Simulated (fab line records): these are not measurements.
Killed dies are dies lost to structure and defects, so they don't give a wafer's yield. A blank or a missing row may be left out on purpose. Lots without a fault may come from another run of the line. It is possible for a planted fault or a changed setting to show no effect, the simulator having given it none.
fab line records	flow gf180mcu
[record] lots = 14	wafers = 41	last-day = 34
route steps=602 shown M2@366 V2@404 M3@425
lots that met no fault: taken from a fault-free run of the same line
start-h: hours from the record's first day to the start of the lot's first wafer shown	wait-h: hours since the lot's step before	" same as the row above	L1.1+2: a single row standing in for several wafers	- no value, or no start was given	* or withheld: withheld	< > ~ a bound
route shown NAME@n: NAME is a module with steps in the file, n the number in the route of the first one	usual: average and standard deviation across the fault-free wafers	same: alike in all rows	chamber/n: place in a boat	sites: per-site readings	_std_site: standard deviation across them	_edge_site: the outer-site mean with the inner-site mean subtracted	radius-mm: for every site, how far away it sits from the centre of the wafer	mask NAME#n: copy n	behind: the last tool/chamber to shape the wafer	hold: cause of the lot's hold/its duration in hours/its outcome	device: which transistor (n, p or np) failed to switch	end of line: at the end of the route, the tests of the same wafers	for a step that has no rows: nothing shown but its recipe	killed: dies lost to structure and defects at the first sort, not the wafer's yield	map: dies across one wafer; x = killed, . = not, _ = none there
set.NAME: setting as actually run; set.NAME@STEP: the setting as run at that earlier step	model.NAME: the simulator's own value behind a step, which no gauge read
route steps across a sampled set of lots; one table per step, one row per wafer
services: from which hour (start-h, from the record's first day; less than 0 if before it) a tool's chamber was out of use, for how many hours, and why
[[steps]]
[step GF_M2_SPUTTER_04]
[recipe] material = TiN	target-thk-nm = 50	power-w = 6500	time-s = 41.7	chamber-pressure-pa = 0.4
[usual] throttle-valve-pct = 30.4/0.76
[same] time-s = 41.7
lot.wafer	tool	chamber	start-h	wait-h	throttle-valve-pct
L619.1	pvd-sputter-02	-	421.69	0.0	30.3
L619.5	"	-	"	"	30.9
L619.6	"	-	"	"	30.6
L620.1	pvd-sputter-04	-	422.54	0.0	30.0
L620.5	"	-	"	"	28.9
L620.6	"	-	"	"	30.8
L621.4	pvd-sputter-04	-	438.11	0.0	30.5
L621.5	"	-	"	"	30.9
L621.6	"	-	"	"	28.9
L623.3	pvd-sputter-02	-	455.62	0.0	31.3
L623.5	"	-	"	"	30.9
L623.6	"	-	"	"	30.4
L624.1	pvd-sputter-01	-	457.57	0.0	29.2
L624.3	"	-	"	"	29.8
L624.4	"	-	"	"	31.3
L626.1	pvd-sputter-04	-	479.16	0.0	28.9
L626.3	"	-	"	"	29.8
L626.6	"	-	"	"	30.0
L627.4	pvd-sputter-01	-	488.06	0.0	30.4
L627.6	"	-	"	"	29.2
L630.1	pvd-sputter-04	-	514.92	0.0	30.5
L630.4	"	-	"	"	30.0
L630.5	"	-	"	"	30.1
L637.1	pvd-sputter-04	-	572.24	0.0	29.8
L637.3	"	-	"	"	30.7
L637.5	"	-	"	"	30.3
L638.3	pvd-sputter-02	-	573.84	0.0	30.5
L638.4	"	-	"	"	30.9
L638.6	"	-	"	"	30.4
L639.1	pvd-sputter-02	-	582.72	0.0	31.3
L639.4	"	-	"	"	30.7
L639.6	"	-	"	"	30.5
L640.1	pvd-sputter-02	-	593.57	0.0	30.9
L640.4	"	-	"	"	30.4
L640.5	"	-	"	"	30.9
L641.1	pvd-sputter-04	-	595.62	0.0	30.7
L641.2	"	-	"	"	30.3
L641.3	"	-	"	"	29.9
L642.3	pvd-sputter-04	-	603.02	0.0	30.6
L642.4	"	-	"	"	29.8
L642.5	"	-	"	"	30.0
[step GF_M2_RS_MEAS_05]
[recipe] thk-meas-gauge = four-point-probe	reads = TiN_of_M2_SPUTTER_04+Ti_of_M2_SPUTTER_03+AlCu_of_M2_SPUTTER_02+TiN_of_M2_SPUTTER_01+Ti_of_M2_SPUTTER_00
[usual] M2_ALCU_RS = 0.0693/0.00091
lot.wafer	tool	chamber	start-h	wait-h	M2_ALCU_RS[ohm/sq]
L619.1	film-metro-01	-	421.73	0.0	0.0696
L619.5	"	-	"	"	0.0703
L619.6	"	-	"	"	0.0702
L620.1	film-metro-02	-	422.58	0.0	0.0699
L620.5	"	-	"	"	0.0688
L620.6	"	-	"	"	0.0691
L621.4	film-metro-01	-	438.21	0.1	0.0683
L621.5	"	-	"	"	0.0682
L621.6	"	-	"	"	0.0681
L623.3	film-metro-04	-	455.70	0.1	0.0696
L623.5	"	-	"	"	0.0697
L623.6	"	-	"	"	0.0698
L624.1	film-metro-01	-	457.61	0.0	0.0679
L624.3	"	-	"	"	0.0683
L624.4	"	-	"	"	0.0670
L626.1	film-metro-04	-	479.20	0.0	0.0695
L626.3	"	-	"	"	0.0699
L626.6	"	-	"	"	0.0703
L627.4	film-metro-01	-	488.16	0.1	0.0684
L627.6	"	-	"	"	0.0680
L630.1	film-metro-01	-	514.96	0.0	0.0686
L630.4	"	-	"	"	0.0687
L630.5	"	-	"	"	0.0691
L637.1	film-metro-02	-	572.32	0.1	0.0691
L637.3	"	-	"	"	0.0694
L637.5	"	-	"	"	0.0686
L638.3	film-metro-04	-	573.92	0.1	0.0702
L638.4	"	-	"	"	0.0704
L638.6	"	-	"	"	0.0704
L639.1	film-metro-01	-	582.76	0.0	0.0699
L639.4	"	-	"	"	0.0693
L639.6	"	-	"	"	0.0691
L640.1	film-metro-02	-	593.61	0.0	0.0698
L640.4	"	-	"	"	0.0696
L640.5	"	-	"	"	0.0690
L641.1	film-metro-01	-	595.66	0.0	0.0702
L641.2	"	-	"	"	0.0701
L641.3	"	-	"	"	0.0706
L642.3	film-metro-02	-	603.10	0.1	0.0690
L642.4	"	-	"	"	0.0701
L642.5	"	-	"	"	0.0705
[step GF_V2_SPUTTER_22]
[recipe] material = TiN	target-thk-nm = 10	chamber-pressure-pa = 5	power-w = 4000	time-s = 40
[usual] throttle-valve-pct = 30.2/0.74
[same] time-s = 40
lot.wafer	tool	chamber	start-h	wait-h	throttle-valve-pct
L619.1	pvd-sputter-02	-	472.36	0.0	30.8
L619.5	"	-	"	"	31.5
L619.6	"	-	"	"	30.9
L620.1	pvd-sputter-03	-	473.74	0.0	30.4
L620.5	"	-	"	"	29.6
L620.6	"	-	"	"	30.5
L621.4	pvd-sputter-01	-	488.67	0.0	30.0
L621.5	"	-	"	"	30.3
L621.6	"	-	"	"	29.3
L623.3	pvd-sputter-03	-	505.21	0.0	29.6
L623.5	"	-	"	"	29.9
L623.6	"	-	"	"	29.2
L624.1	pvd-sputter-01	-	505.86	0.0	31.5
L624.3	"	-	"	"	30.4
L624.4	"	-	"	"	29.0
L626.1	pvd-sputter-01	-	527.67	0.0	29.2
L626.3	"	-	"	"	30.4
L626.6	"	-	"	"	31.3
L627.4	pvd-sputter-03	-	536.11	0.0	29.7
L627.6	"	-	"	"	29.3
L630.1	pvd-sputter-02	-	561.90	0.0	30.3
L630.4	"	-	"	"	31.3
L630.5	"	-	"	"	30.7
L637.1	pvd-sputter-03	-	616.65	0.0	30.2
L637.3	"	-	"	"	30.5
L637.5	"	-	"	"	29.3
L638.3	pvd-sputter-01	-	618.33	0.0	30.1
L638.4	"	-	"	"	31.6
L638.6	"	-	"	"	29.9
L639.1	pvd-sputter-03	-	626.68	0.0	29.6
L639.4	"	-	"	"	29.3
L639.6	"	-	"	"	30.2
L640.1	pvd-sputter-02	-	637.66	0.0	30.8
L640.4	"	-	"	"	30.7
L640.5	"	-	"	"	30.5
L641.1	pvd-sputter-03	-	639.98	0.0	29.3
L641.2	"	-	"	"	29.0
L641.3	"	-	"	"	30.3
L642.3	pvd-sputter-02	-	646.86	0.0	30.4
L642.4	"	-	"	"	31.8
L642.5	"	-	"	"	31.7
[step GF_M3_METAL_ETCH_16]
[recipe] chemistry = Cl2/BCl3	mask-material = KrF	target-depth-nm = 750.8	stop-on = SiO2	pressure-mtorr = 8	icp-w = 800	bias-w = 140	Cl2_flow_sccm = 80	bcl3-flow-sccm = 40	time-s = 125.1
[usual] bias-w = 140.0/0.4	drypump-motor-current-A = 5.76/0.29	oes-product-au = 0.990/0.0079	throttle-valve-pct = 28.229/0.011
[same] time-s = 125.1
lot.wafer	tool	chamber	start-h	wait-h	bias-w	drypump-motor-current-A	oes-product-au	rf-hours-counter-h	throttle-valve-pct
L619.1	rie-metal-04	0	497.44	0.0	139.6	5.66	0.996	2	28.234
L619.5	"	1	"	"	139.8	5.86	0.985	-	28.218
L619.6	"	0	"	"	140.5	5.64	0.992	-	28.238
L620.1	rie-metal-02	0	498.74	0.0	140.6	5.95	1.001	2	28.223
L620.5	"	1	"	"	140.2	6.10	0.975	-	28.244
L620.6	"	0	"	"	140.3	5.93	0.993	-	28.222
L621.4	rie-metal-02	1	512.94	0.1	139.6	6.06	0.983	-	28.229
L621.5	"	0	"	"	140.6	5.93	0.996	-	28.223
L621.6	"	1	"	"	140.0	6.08	0.984	-	28.234
L623.3	rie-metal-04	0	528.88	0.1	139.6	5.64	0.997	-	28.233
L623.5	"	0	"	"	140.1	5.65	0.991	-	28.221
L623.6	"	1	"	"	140.1	5.89	0.992	-	28.221
L624.1	rie-metal-02	0	530.01	0.0	140.1	5.97	0.989	3	28.233
L624.3	"	0	"	"	140.4	5.96	0.988	-	28.216
L624.4	"	1	"	"	139.6	6.10	0.982	-	28.224
L626.1	rie-metal-02	0	550.61	0.0	139.4	5.93	0.994	3	28.242
L626.3	"	0	"	"	139.6	5.96	0.997	-	28.217
L626.6	"	0	"	"	139.6	5.95	0.995	-	28.216
L627.4	rie-metal-02	0	558.43	0.1	139.3	5.95	1.000	-	28.220
L627.6	"	0	"	"	139.5	5.96	0.756	-	28.454
L630.1	rie-metal-02	1	584.19	0.0	139.6	6.09	0.998	0	28.218
L630.4	"	1	"	"	139.5	6.10	0.993	-	28.212
L630.5	"	1	"	"	139.9	6.10	0.753	-	28.479
L637.1	rie-metal-04	0	638.90	0.0	139.9	5.66	1.000	7	28.235
L637.3	"	0	"	"	140.2	5.65	0.988	-	28.222
L637.5	"	1	"	"	139.8	5.85	0.988	-	28.203
L638.3	rie-metal-01	1	639.95	0.1	139.8	5.90	0.969	-	28.248
L638.4	"	0	"	"	139.8	5.25	0.981	-	28.241
L638.6	"	1	"	"	139.8	5.91	0.991	-	28.234
L639.1	rie-metal-01	1	648.50	0.0	140.0	5.86	0.988	0	28.226
L639.4	"	1	"	"	139.6	5.88	0.979	-	28.243
L639.6	"	1	"	"	139.9	5.88	0.993	-	28.231
L640.1	rie-metal-04	0	659.01	0.0	140.7	5.64	0.991	8	28.238
L640.4	"	1	"	"	140.2	5.87	0.999	-	28.237
L640.5	"	1	"	"	139.5	5.86	0.987	-	28.226
L641.1	rie-metal-02	1	660.55	0.0	140.1	6.10	0.995	3	28.233
L641.2	"	0	"	"	139.9	5.97	1.002	7	28.225
L641.3	"	1	"	"	140.7	6.09	0.994	-	28.220
L642.3	rie-metal-01	1	666.84	0.1	140.4	5.87	0.984	-	28.220
L642.4	"	0	"	"	139.6	5.30	0.981	-	28.267
L642.5	"	1	"	"	139.9	5.89	0.999	-	28.217
[step GF_M3_STRIP_17]
[recipe] chemistry = O2/N2	power-w = 1400	pressure-mtorr = 1500	platen-temp-c = 250	o2-flow-sccm = 3000	n2-flow-sccm = 300	overash-fraction = 0.5
[usual] drypump-motor-current-A = 5.6/0.3	heater-power-w = 333/38	oes-product-au = 0.538/0.0049	strip-time-to-endpoint-s = 7.39/0.062
lot.wafer	tool	chamber	start-h	wait-h	drypump-motor-current-A	heater-power-w	oes-product-au	rf-hours-counter-h	strip-time-to-endpoint-s
L619.1	plasma-asher-02	1	497.57	0.1	5.3	374	0.537	74	7.39
L619.5	"	0	"	"	6.0	365	0.532	-	7.41
L619.6	"	1	"	"	5.3	370	0.539	-	7.35
L620.1	plasma-asher-04	0	498.87	0.1	5.9	313	0.532	38	7.27
L620.5	"	1	"	"	5.4	266	0.540	-	7.45
L620.6	"	0	"	"	5.9	323	0.532	-	7.28
L621.4	plasma-asher-02	1	513.06	0.1	5.2	349	0.544	-	7.40
L621.5	"	1	"	"	5.2	357	0.539	-	7.32
L621.6	"	0	"	"	6.0	367	0.529	-	7.40
L623.3	plasma-asher-04	1	529.00	0.1	5.4	263	0.547	-	7.43
L623.5	"	0	"	"	5.8	318	0.537	-	7.38
L623.6	"	1	"	"	5.4	261	0.541	-	7.43
L624.1	plasma-asher-02	0	530.14	0.1	6.0	356	0.530	79	7.34
L624.3	"	1	"	"	5.2	356	0.541	-	7.33
L624.4	"	0	"	"	6.0	361	0.533	-	7.42
L626.1	plasma-asher-04	1	550.74	0.1	5.4	273	0.532	45	7.33
L626.3	"	1	"	"	5.4	262	0.536	-	7.40
L626.6	"	1	"	"	5.4	264	0.544	-	7.32
L627.4	plasma-asher-02	0	558.59	0.1	5.9	360	0.531	-	7.26
L627.6	"	0	"	"	5.9	369	0.575	-	8.47
L630.1	plasma-asher-02	1	584.32	0.1	5.2	367	0.533	87	7.38
L630.4	"	0	"	"	6.0	357	0.536	-	7.37
L630.5	"	1	"	"	5.2	365	0.579	-	8.53
L637.1	plasma-asher-04	0	639.02	0.1	5.8	311	0.531	55	7.37
L637.3	"	1	"	"	5.4	272	0.533	-	7.40
L637.5	"	1	"	"	5.4	266	0.537	-	7.34
L638.3	plasma-asher-02	1	640.07	0.1	5.2	350	0.542	-	7.49
L638.4	"	0	"	"	6.0	361	0.544	-	7.53
L638.6	"	1	"	"	5.2	362	0.534	-	7.49
L639.1	plasma-asher-04	0	648.63	0.1	5.9	322	0.541	56	7.45
L639.4	"	0	"	"	5.8	324	0.541	-	7.46
L639.6	"	1	"	"	5.4	261	0.533	-	7.39
L640.1	plasma-asher-02	1	659.14	0.1	5.2	356	0.545	95	7.35
L640.4	"	1	"	"	5.2	359	0.540	-	7.31
L640.5	"	1	"	"	5.2	358	0.540	-	7.37
L641.1	plasma-asher-04	1	660.67	0.1	5.4	269	0.541	57	7.35
L641.2	"	0	"	"	5.9	319	0.538	57	7.28
L641.3	"	1	"	"	5.4	266	0.537	-	7.37
L642.3	plasma-asher-04	0	666.96	0.1	5.9	329	0.533	-	7.42
L642.4	"	1	"	"	5.4	261	0.537	-	7.52
L642.5	"	0	"	"	5.9	316	0.539	-	7.43
[[services]]
tool	chamber	start-h	hours	kind
plasma-asher-02	-	415.96	1.7	repair
rie-metal-04	-	425.58	2.8	pm
pvd-sputter-02	-	446.56	8.1	repair
rie-metal-01	-	448.54	1.4	pm
plasma-asher-02	-	464.60	1.2	repair
rie-metal-04	0	467.16	2.0	repair
plasma-asher-04	-	474.64	15.6	pm
pvd-sputter-04	0	489.10	-	consumable-replace:kit
pvd-sputter-02	-	499.35	2.1	repair
pvd-sputter-03	-	515.11	2.0	repair
pvd-sputter-01	-	533.81	3.8	repair
pvd-sputter-02	-	543.45	4.4	repair
rie-metal-04	-	545.21	1.0	repair
pvd-sputter-04	-	548.52	0.6	repair
plasma-asher-02	-	552.52	3.0	repair
rie-metal-01	-	577.41	14.6	pm
pvd-sputter-04	-	583.50	3.4	repair
pvd-sputter-02	3	590.44	-	consumable-replace:kit
pvd-sputter-02	3	590.44	18.0	scheduled-down
pvd-sputter-02	3	590.44	18.0	vent-cycle
plasma-asher-04	-	600.04	4.0	pm
rie-metal-02	0	600.13	4.5	repair
pvd-sputter-04	-	614.11	9.4	repair
pvd-sputter-03	-	643.75	4.7	repair
[[key]]
[first-sign] step = GF_M3_METAL_ETCH_16	reading = oes-product-au	direction = down	sigmas = 30	usual = 0.990	struck = 0.754
[effect] step = GF_M3_METAL_ETCH_16	reading = throttle-valve-pct	direction = up	sigmas = 21	usual = 28.229	struck = 28.466
[effect] step = GF_M3_STRIP_17	reading = strip-time-to-endpoint-s	direction = up	sigmas = 18	usual = *	struck = *
met-at GF_M3_METAL_ETCH_16
struck-lots L627,L630
struck-wafers L627.6,L630.5
later-rows-left-out L627.6,L630.5
sort-left-out L627.6,L630.5
not-acting-at GF_M2_SPUTTER_04,GF_M2_RS_MEAS_05,GF_V2_SPUTTER_22
onset-between 550.61 558.43
[fault] kind = process-parameter-drift	tool = rie-metal-02	chamber = -	onset-h = 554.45	steps = GF_M3_METAL_ETCH_16	channel = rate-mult	offset = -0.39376	shape = step	end-h = 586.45	scope = struck-wafers-only
// sort-left-out: the simulated sort isn't trusted on such a fault, so these wafers' sort isn't shown, and their yield isn't known
// later-rows-left-out: the simulator's readings of these wafers behind a module that went badly wrong aren't trusted and aren't shown, but for the sort
